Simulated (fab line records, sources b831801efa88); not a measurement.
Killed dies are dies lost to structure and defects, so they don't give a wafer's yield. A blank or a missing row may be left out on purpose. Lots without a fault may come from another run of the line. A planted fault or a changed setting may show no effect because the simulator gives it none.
Which tool did it? | flow sky130 | 7 lots, 21 wafers sampled, at 2 steps of a route of 708

WHAT THE GAUGES READ, wafer by wafer
SKY_SD_P_CD_MEAS_07: target cd 380 nm.
lot  | measured     | on        | cd_nm (nm)
L301 | day 26 09:52 | cd_sem-01 | 376.4 376.1 376.2
L304 | day 27 14:58 | cd_sem-02 | 381.5 378.7 380.3
L311 | day 29 16:54 | cd_sem-01 | 378.9 378.6 377.9
L315 | day 31 07:29 | cd_sem-01 | 377.6 375.6 380.1
L317 | day 31 22:38 | cd_sem-01 | 384.0 384.2 382.1
L319 | day 32 05:04 | cd_sem-01 | 378.2 376.7 377.4
L321 | day 32 20:33 | cd_sem-01 | 377.8 378.1 380.7

WHICH TOOL RAN EACH LOT (tool, then ch and the chambers of the sampled wafers, then the start)
lot  | SKY_LDD_LDN_STRIP_12
L301 | plasma_asher-01 ch 0,1, day 23 20:23
L304 | plasma_asher-03 ch 0,1, day 25 01:05
L311 | plasma_asher-02 ch 0,1, day 27 04:50
L315 | plasma_asher-03 ch 0,1, day 28 20:32
L317 | plasma_asher-03 ch 0,1, day 29 12:55
L319 | plasma_asher-03 ch 0,1, day 29 19:13
L321 | plasma_asher-01 ch 0,1, day 30 11:18
- SKY_LDD_LDN_STRIP_12: strips in O2/N2.

THE ANSWER, worked out from the rows above alone
Rule: what is usual is taken from the lots themselves. Put in order of their means at a reading, lots are off if they are a third of the lots or fewer, leave a main group of 4 or more, and stand apart from it by a gap of 3 or more times the standard deviation of the main group's means; of several such gaps the widest counts. A main group whose means are all the same, to the digits that the tables above print for the reading, isn't used. A lot without any number at a reading at which 4 lots or more have one is off too. The other lots that the step has rows for count as sound.
No lot is off at any reading shown: from this, nothing can be told.

WHAT THE SIMULATOR HAD PUT IN
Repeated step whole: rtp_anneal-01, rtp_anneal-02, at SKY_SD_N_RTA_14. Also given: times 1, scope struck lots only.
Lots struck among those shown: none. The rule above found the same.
